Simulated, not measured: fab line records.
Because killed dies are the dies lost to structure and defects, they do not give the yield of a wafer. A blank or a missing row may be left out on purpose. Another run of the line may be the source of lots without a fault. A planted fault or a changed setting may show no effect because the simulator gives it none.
Chamber matching -- flow sky130 -- cmp-01 running SKY_VIA3_CMP_24: 4 sister chambers
The step polishes, stops on SiO2, t overpolish 20 s, target thk 0 nm. 14 wafers are shown with their chamber, then 7 later ones without.

== EACH WAFER AND ITS CHAMBER ==
wafer,chamber,motor-current-A (A),edge-zone-pressure-frac,time-to-endpoint-s (s)
L547.1,2,11.3,0.998,93
L547.2,1,10.4,0.998,92
L547.6,1,10.4,1.001,91
L549.3,3,8.8,1.000,97
L549.4,2,11.3,1.002,97
L549.6,3,9.1,1.005,98
L552.1,2,12.3,0.997,96
L552.4,1,10.2,1.004,96
L552.5,2,11.8,1.003,97
L553.1,0,11.4,0.993,100
L553.2,1,10.0,0.995,97
L553.4,3,8.7,1.009,98
L554.3,0,11.3,1.002,95
L554.5,3,8.8,1.008,93

SIGNATURES (means of the wafers above)
reading,chamber 0,chamber 1,chamber 2,chamber 3,scatter within a chamber
motor-current-A,11.350,10.250,11.675,8.850,0.299
edge-zone-pressure-frac,0.99750,0.99950,1.00000,1.00550,0.00401
time-to-endpoint-s,97.50,94.00,95.75,96.50,2.57
Rule: for each reading, subtract the chamber's mean from the wafer's reading, divide by that reading's scatter and square the result; add these up over the readings and take the root, which gives the wafer's distance from the chamber. If the next closest chamber is less than 2 further off than the closest, the wafer can't be placed; otherwise it belongs to the closest. How the scatter is found: for the shown wafers, subtract from each reading the mean of its chamber, square and add these, divide the total by (wafers less chambers), then take the root.

== WAFERS WITH NO CHAMBER GIVEN ==
wafer,motor-current-A (A),edge-zone-pressure-frac,time-to-endpoint-s (s)
L554.6,11.0,1.000,93
L556.3,8.6,1.004,96
L556.4,10.1,0.994,95
L556.6,10.3,1.000,94
L558.1,8.9,0.997,92
L558.3,10.2,1.004,92
L558.6,11.3,0.995,91

== WHICH CHAMBER EACH ONE RAN IN ==
wafer,from the rows above,in truth
L554.6,can't be placed: 0 or 2 or 1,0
L556.3,3,3
L556.4,1,1
L556.6,1,1
L558.1,can't be placed: 3 or 1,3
L558.3,1,1
L558.6,can't be placed: 2 or 0 or 1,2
Placed correctly: 4 of 7. Can't be placed from these rows: 3 (the true chamber is among the candidates in 3). 0 placed wrongly.
